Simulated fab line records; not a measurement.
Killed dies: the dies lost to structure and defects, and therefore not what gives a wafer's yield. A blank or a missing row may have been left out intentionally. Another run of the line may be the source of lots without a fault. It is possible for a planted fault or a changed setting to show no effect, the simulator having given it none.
Which tool did it? ; flow gf180mcu ; 13 lots with 39 wafers sampled at 5 steps, on a route of 602 steps

== WHAT EACH GAUGE READ, for each wafer ==
GF_NSD_CD_MEAS_07: target cd 400 nm. Usual: cd nm reads 399.5 nm (standard deviation 2.1).
lot;measured;on;cd nm (nm);flag
L118;day 13 09:46;cd sem-02;397.7 400.1 395.7;
L119;day 13 13:50;cd sem-02;397.7 395.3 394.3;
L120;day 13 18:49;cd sem-01;402.6 403.1 401.5;
L122;day 14 12:02;cd sem-01;398.0 398.8 397.6;
L123;day 14 21:21;cd sem-02;397.7 399.2 398.5;
L124;day 15 10:47;cd sem-01;401.1 400.9 403.1;
L126;day 15 23:50;cd sem-01;396.9 396.5 393.8;
L127;day 16 12:34;cd sem-02;401.0 400.8 399.3;
L128;day 16 19:22;cd sem-01;400.9 400.3 401.2;
L129;day 16 19:29;cd sem-02;404.0 401.3 401.5;
L130;day 17 10:55;cd sem-01;400.3 399.7 399.6;
L138;day 20 14:31;cd sem-02;403.0 402.7 400.6;
L139;day 20 20:31;cd sem-02;397.4 398.4 396.6;

GF_NSD_OVL_MEAS_08. Usual: NSD_OVL typically reads 0.3 nm, with standard deviation 1.3.
lot;measured;on;NSD_OVL (nm);flag
L118;day 13 09:53;overlay-01;1.5 0.4 0.7;
L119;day 13 13:56;overlay-01;-0.8 0.5 0.0;
L120;day 13 18:56;overlay-01;-1.7 -3.2 -0.6;
L122;day 14 12:08;overlay-01;1.1 0.9 1.7;
L123;day 14 21:26;overlay-01;0.6 0.8 1.1;
L124;day 15 10:55;overlay-02;0.1 -0.1 -1.6;
L126;day 15 23:56;overlay-01;1.9 -1.1 0.1;
L127;day 16 12:41;overlay-01;2.1 1.1 0.8;
L128;day 16 19:29;overlay-01;1.5 0.9 2.0;
L129;day 16 19:34;overlay-02;-1.0 0.8 0.0;
L130;day 17 11:02;overlay-02;-0.2 0.9 0.9;
L138;day 20 14:38;overlay-02;-0.4 -0.7 1.3;
L139;day 20 20:38;overlay-01;2.1 -0.2 1.3;

GF_PSD_RS_MEAS_14: a four-point-probe measurement. Usual: NSD_RS typically reads 46.55 ohm/sq, with standard deviation 0.087.
lot;measured;on;NSD_RS (ohm/sq);flag
L118;day 14 07:12;film metro-02;46.48 46.40 46.40;
L119;day 14 10:44;film metro-03;46.53 46.55 46.53;
L120;day 14 16:40;film metro-02;46.69 46.63 46.70;
L122;day 15 10:32;film metro-02;46.53 46.73 46.57;
L123;day 15 20:28;film metro-03;46.68 46.53 46.53;
L124;day 16 10:14;film metro-02;46.57 46.53 46.53;
L126;day 16 23:05;film metro-03;46.53 46.45 46.45;
L127;day 17 12:19;film metro-03;46.45 46.57 46.48;
L128;day 17 19:05;film metro-02;46.62 46.62 46.63;
L129;day 17 19:23;film metro-01;46.63 46.61 46.55;
L130;day 18 10:49;film metro-02;46.43 46.39 46.46;
L138;day 21 15:55;film metro-02;48.12 48.08 48.06;OFF
L139;day 21 21:05;film metro-03;48.01 47.99 47.94;OFF

GF_PSD_RS_MEAS_15: a four-point-probe measurement. Usual: PSD_RS typically reads 108.1 ohm/sq, with standard deviation 0.32.
lot;measured;on;PSD_RS (ohm/sq);flag
L118;day 14 07:19;film metro-02;107.8 107.7 107.8;
L119;day 14 10:51;film metro-03;108.2 108.1 107.8;
L120;day 14 16:47;film metro-02;108.2 108.1 108.1;
L122;day 15 10:39;film metro-02;108.3 108.1 108.3;
L123;day 15 20:35;film metro-03;108.5 108.3 108.4;
L124;day 16 10:21;film metro-02;108.1 108.0 107.9;
L126;day 16 23:13;film metro-03;107.7 108.0 107.9;
L127;day 17 12:26;film metro-03;108.1 108.2 108.3;
L128;day 17 19:13;film metro-02;108.7 109.0 109.0;
L129;day 17 19:30;film metro-01;108.3 107.9 108.4;
L130;day 18 10:56;film metro-02;107.5 107.4 107.7;
L138;day 21 16:02;film metro-02;115.4 115.0 114.9;OFF
L139;day 21 21:13;film metro-03;115.0 115.2 115.3;OFF

== TOOL THAT RAN EACH LOT (tool first, then ch and the chambers of the sampled wafers, then the start) ==
lot;GF_PSD_RTA_13
L118;rtp anneal-01 ch 0, day 14 07:02
L119;rtp anneal-01 ch 0, day 14 10:38
L120;rtp anneal-01 ch 0, day 14 16:35
L122;rtp anneal-01 ch 0, day 15 10:26
L123;rtp anneal-01 ch 0, day 15 20:22
L124;rtp anneal-01 ch 0, day 16 10:09
L126;rtp anneal-02 ch 0, day 16 23:00
L127;rtp anneal-01 ch 0, day 17 12:14
L128;rtp anneal-01 ch 0, day 17 19:01
L129;rtp anneal-02 ch 0, day 17 19:16
L130;rtp anneal-01 ch 0, day 18 10:44
L138;rtp anneal-01 ch 0, day 21 15:50
L139;rtp anneal-01 ch 0, day 21 21:00
- GF_PSD_RTA_13: time 20 s.

== AS READ BY THE TOOLS THEMSELVES (means over the sampled wafers that have a number; for cases with no such wafer, the mark the record gives instead) ==
GF_PSD_RTA_13. Usual: lamp power pct 36.82 %, standard deviation 0.28; wafer_temp_C_max 1028.9, standard deviation 0.79.
lot;tool;lamp power pct (%);wafer_temp_C_max;flag
L118;rtp anneal-01;36.63;1029.0;
L119;rtp anneal-01;36.65;1029.2;
L120;rtp anneal-01;36.65;1028.8;
L122;rtp anneal-01;36.65;1028.5;
L123;rtp anneal-01;36.68;1029.4;
L124;rtp anneal-01;36.68;1029.0;
L126;rtp anneal-02;37.31;1028.6;
L127;rtp anneal-01;36.66;1028.6;
L128;rtp anneal-01;36.67;1028.4;
L129;rtp anneal-02;37.25;1029.3;
L130;rtp anneal-01;36.65;1029.2;
L138;rtp anneal-01;35.57;1018.2;OFF
L139;rtp anneal-01;35.61;1017.2;OFF

== THE ANSWER, worked out from the rows above alone ==
Rule: lot off if the mean of its wafers having a number is beyond 3 standard deviations from the usual mean. A lot without any number at a reading at which 4 lots or more have one is off too. The other lots that the step has rows for count as sound. The gauges are gone through in route order, then the tools' own readings, and for those a lot's mean is taken as printed above. At the first step where some lot is off, the reading lying furthest off is the one used; lots without a number count as furthest.
Off: L138, L139, at GF_PSD_RS_MEAS_14 (NSD_RS).
A tool fits if, at a process step before that reading, it ran every lot that is off, and no sound lot after the first of them. Not tried: the gauges at GF_PSD_RS_MEAS_14; whatever is off there is also off at GF_PSD_RTA_13, on other tools, and gauge error can't account for it. One fits: GF_PSD_RTA_13 on rtp anneal-01. Its last sound lot is L130 (day 18 10:44), its first lot that is off L138 (day 21 15:50): a fault that began between those two fits.
The tool's own readings at GF_PSD_RTA_13 bear it out: on the lots that are off they differ by more than 5 times the standard deviation of the sound lots' means. wafer_temp_C_max reads 1017.7 there against 1028.9 on the sound lots.

== WHAT WAS PUT IN BY THE SIMULATOR ==
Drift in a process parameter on rtp anneal-01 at GF_PSD_RTA_13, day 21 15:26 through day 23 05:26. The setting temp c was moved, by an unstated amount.
Shown lots that were struck: L138, L139. The same result came from the rule above.
